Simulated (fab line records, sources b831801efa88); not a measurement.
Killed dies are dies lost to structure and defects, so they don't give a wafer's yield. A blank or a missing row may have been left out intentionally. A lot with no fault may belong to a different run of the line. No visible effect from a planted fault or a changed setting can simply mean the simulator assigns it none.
Which of the tools did it?	flow gf180mcu	24 lots, 72 wafers sampled, at 4 steps of a route of 602

== WHAT THE GAUGES SHOWED, per wafer ==
GF_V4_CD_MEAS_14: the cd target is 260 nm. Usual: cd nm at 260.1 nm, with a standard deviation of 1.3.
lot	measured	on	cd nm (nm)	flag
L075	day 24 14:44	cd sem-02	259.1 259.9 259.2	
L074	day 24 17:31	cd sem-02	261.0 261.0 261.7	
L076	day 25 01:40	cd sem-02	262.3 262.9 262.0	
L077	day 25 16:49	cd sem-01	259.5 258.6 258.4	
L078	day 25 22:33	cd sem-01	260.8 260.5 260.4	
L079	day 26 00:55	cd sem-02	258.9 259.5 259.1	
L080	day 26 10:23	cd sem-01	260.0 261.8 262.0	
L081	day 26 19:19	cd sem-01	259.2 261.0 259.2	
L082	day 27 01:56	cd sem-01	259.1 260.7 261.0	
L083	day 27 06:40	cd sem-01	262.1 262.7 261.2	
L084	day 27 15:55	cd sem-01	261.9 260.3 260.8	
L085	day 27 21:59	cd sem-01	258.3 260.2 260.2	
L086	day 28 02:25	cd sem-01	259.9 261.0 260.8	
L087	day 28 09:31	cd sem-01	259.7 259.4 260.0	
L088	day 29 00:54	cd sem-01	260.2 259.8 258.3	
L089	day 29 02:27	cd sem-01	258.8 260.5 260.5	
L090	day 29 16:10	cd sem-01	259.9 259.7 259.7	
L091	day 29 18:08	cd sem-01	258.8 258.4 258.4	
L092	day 29 22:51	cd sem-01	260.4 261.7 261.1	
L093	day 30 11:26	cd sem-02	258.6 260.4 259.8	
L094	day 30 13:59	cd sem-02	259.2 259.3 259.4	
L095	day 30 18:10	cd sem-02	258.2 259.3 258.1	
L096	day 30 23:56	cd sem-01	259.6 258.1 259.5	
L097	day 31 10:15	cd sem-01	262.6 262.4 261.2	

== EACH LOT AND THE TOOL THAT RAN IT (in order: tool; ch and the chambers of the sampled wafers; start) ==
lot	GF_V2_SPUTTER_22	GF_V3_CVD_02	GF_V3_STRIP_18
L075	pvd sputter-04, day 20 13:52	pecvd-03 ch 0,1,2, day 21 15:17	plasma asher-04 ch 0,1, day 22 15:07
L074	pvd sputter-04, day 20 17:07	pecvd-01 ch 0,1,2, day 21 18:34	plasma asher-04 ch 0,1, day 22 17:52
L076	pvd sputter-03, day 21 02:08	pecvd-02 ch 0,1,2, day 22 03:35	plasma asher-04 ch 0,1, day 23 02:51
L077	pvd sputter-01, day 21 17:56	pecvd-01 ch 0,2, day 22 18:30	plasma asher-04 ch 0,1, day 23 17:58
L078	pvd sputter-03, day 22 00:00	pecvd-03 ch 1,2, day 23 01:06	plasma asher-03 ch 0,1, day 24 00:16
L079	pvd sputter-03, day 22 01:56	pecvd-02 ch 0,1, day 23 03:16	plasma asher-03 ch 1, day 24 02:54
L080	pvd sputter-04, day 22 12:34	pecvd-01 ch 1,2, day 23 13:24	plasma asher-01 ch 0,1, day 24 12:59
L081	pvd sputter-04, day 22 22:50	pecvd-02 ch 1,2, day 23 23:16	plasma asher-01 ch 0,1, day 24 21:46
L082	pvd sputter-04, day 23 05:45	pecvd-03 ch 0,2, day 24 06:08	plasma asher-01 ch 0,1, day 25 05:10
L083	pvd sputter-03, day 23 14:07	pecvd-02 ch 0,1,2, day 24 13:14	plasma asher-04 ch 0,1, day 25 11:04
L084	pvd sputter-03, day 23 22:29	pecvd-02 ch 0,1,2, day 24 22:03	plasma asher-03 ch 0,1, day 25 20:10
L085	pvd sputter-03, day 24 05:24	pecvd-01 ch 0,1,2, day 25 05:07	plasma asher-01 ch 0,1, day 26 02:49
L086	pvd sputter-03, day 24 11:40	pecvd-03 ch 0,1,2, day 25 11:12	plasma asher-04 ch 0,1, day 26 08:23
L087	pvd sputter-04, day 24 17:32	pecvd-03 ch 0,1, day 25 16:55	plasma asher-03 ch 1, day 26 14:37
L088	pvd sputter-03, day 25 10:31	pecvd-03 ch 0,1, day 26 08:57	plasma asher-03 ch 1, day 27 05:46
L089	pvd sputter-01, day 25 15:47	pecvd-03 ch 0,1,2, day 26 14:12	plasma asher-03 ch 0,1, day 27 10:37
L090	pvd sputter-03, day 26 00:05	pecvd-01 ch 0,1,2, day 26 21:54	plasma asher-04 ch 0,1, day 27 19:22
L091	pvd sputter-03, day 26 02:29	pecvd-01 ch 0,1,2, day 27 00:43	plasma asher-04 ch 0,1, day 27 21:41
L092	pvd sputter-01, day 26 11:40	pecvd-03 ch 0,1, day 27 10:24	plasma asher-04 ch 0,1, day 28 07:03
L093	pvd sputter-03, day 26 22:20	pecvd-02 ch 1,2, day 27 20:54	plasma asher-03 ch 0,1, day 28 21:50
L094	pvd sputter-01, day 27 00:53	pecvd-03 ch 1,2, day 27 22:42	plasma asher-03 ch 0,1, day 28 23:15
L095	pvd sputter-04, day 27 11:34	pecvd-01 ch 0,1,2, day 28 08:34	plasma asher-04 ch 0,1, day 29 02:54
L096	pvd sputter-03, day 27 17:38	pecvd-01 ch 1,2, day 28 14:42	plasma asher-01 ch 0,1, day 29 08:45
L097	pvd sputter-03, day 27 23:19	pecvd-03 ch 0,1,2, day 29 00:41	plasma asher-01 ch 0,1, day 29 19:33
- GF_V2_SPUTTER_22: material TiN, target thk 10 nm, time 40 s.
- GF_V3_CVD_02: deposits SiO2 from TEOS, target thk 850 nm, time 96.61 s.
- GF_V3_STRIP_18: strips in O2/N2.

== WHAT THE TOOLS THEMSELVES READ (means of the sampled wafers that have a number; where no wafer has one, the mark that the record gives instead) ==
GF_V2_SPUTTER_22. Usual: throttle valve pct at 30.6 %, with a standard deviation of 0.84.
lot	tool	throttle valve pct (%)	flag
L075	pvd sputter-04	30.6	
L074	pvd sputter-04	29.9	
L076	pvd sputter-03	30.9	
L077	pvd sputter-01	29.9	
L078	pvd sputter-03	30.8	
L079	pvd sputter-03	31.0	
L080	pvd sputter-04	30.5	
L081	pvd sputter-04	29.5	
L082	pvd sputter-04	30.6	
L083	pvd sputter-03	31.4	
L084	pvd sputter-03	30.6	
L085	pvd sputter-03	30.9	
L086	pvd sputter-03	31.3	
L087	pvd sputter-04	30.4	
L088	pvd sputter-03	31.4	
L089	pvd sputter-01	29.2	
L090	pvd sputter-03	31.1	
L091	pvd sputter-03	30.9	
L092	pvd sputter-01	29.3	
L093	pvd sputter-03	31.5	
L094	pvd sputter-01	30.1	
L095	pvd sputter-04	29.8	
L096	pvd sputter-03	30.9	
L097	pvd sputter-03	31.5	

GF_V3_CVD_02. Usual: heater power w at 654 W, with a standard deviation of 89.
lot	tool	heater power w (W)	flag
L075	pecvd-03	726	
L074	pecvd-01	657	
L076	pecvd-02	558	
L077	pecvd-01	640	
L078	pecvd-03	744	
L079	pecvd-02	572	
L080	pecvd-01	701	
L081	pecvd-02	517	
L082	pecvd-03	653	
L083	pecvd-02	558	
L084	pecvd-02	581	
L085	pecvd-01	682	
L086	pecvd-03	683	
L087	pecvd-03	755	
L088	pecvd-03	712	
L089	pecvd-03	701	
L090	pecvd-01	649	
L091	pecvd-01	686	
L092	pecvd-03	728	
L093	pecvd-02	569	
L094	pecvd-03	690	
L095	pecvd-01	698	
L096	pecvd-01	792	
L097	pecvd-03	667	

GF_V3_STRIP_18. Usual: drypump motor current A 5.7 A, standard deviation 0.38; heater power w 350 W, standard deviation 30; oes product au 0.593 a.u., standard deviation 0.0047.
lot	tool	drypump motor current A (A)	heater power w (W)	oes product au (a.u.)	flag
L075	plasma asher-04	6.0	337	0.598	
L074	plasma asher-04	6.0	336	0.597	
L076	plasma asher-04	6.0	334	0.594	
L077	plasma asher-04	5.9	336	0.595	
L078	plasma asher-03	5.6	371	0.592	
L079	plasma asher-03	5.9	364	0.597	
L080	plasma asher-01	5.4	329	0.588	
L081	plasma asher-01	5.4	345	0.593	
L082	plasma asher-01	5.4	326	0.593	
L083	plasma asher-04	6.0	332	0.599	
L084	plasma asher-03	5.6	377	0.590	
L085	plasma asher-01	5.3	341	0.592	
L086	plasma asher-04	6.0	333	0.591	
L087	plasma asher-03	5.9	358	0.590	
L088	plasma asher-03	5.9	362	0.592	
L089	plasma asher-03	5.4	388	0.596	
L090	plasma asher-04	6.0	338	0.596	
L091	plasma asher-04	6.0	333	0.592	
L092	plasma asher-04	6.0	337	0.596	
L093	plasma asher-03	5.7	370	0.594	
L094	plasma asher-03	5.4	392	0.595	
L095	plasma asher-04	6.0	338	0.595	
L096	plasma asher-01	5.3	324	0.592	
L097	plasma asher-01	5.4	348	0.594	

== THE ANSWER, worked out from the rows above alone ==
Rule: a lot counts as off when the mean over its wafers that have a number is more than 3 standard deviations away from the usual mean. Also off: a lot with no number at a reading for which 4 or more lots have one. Where the step has rows for the other lots, those lots are counted as sound. The gauges are gone through in route order, then the tools' own readings, and for those a lot's mean is taken as printed above. At the first step where some lot is off, the reading lying furthest off is the one used; lots without a number count as furthest.
Across all readings shown, no lot is off: no conclusion can be drawn from this.

== WHAT WAS PUT IN BY THE SIMULATOR ==
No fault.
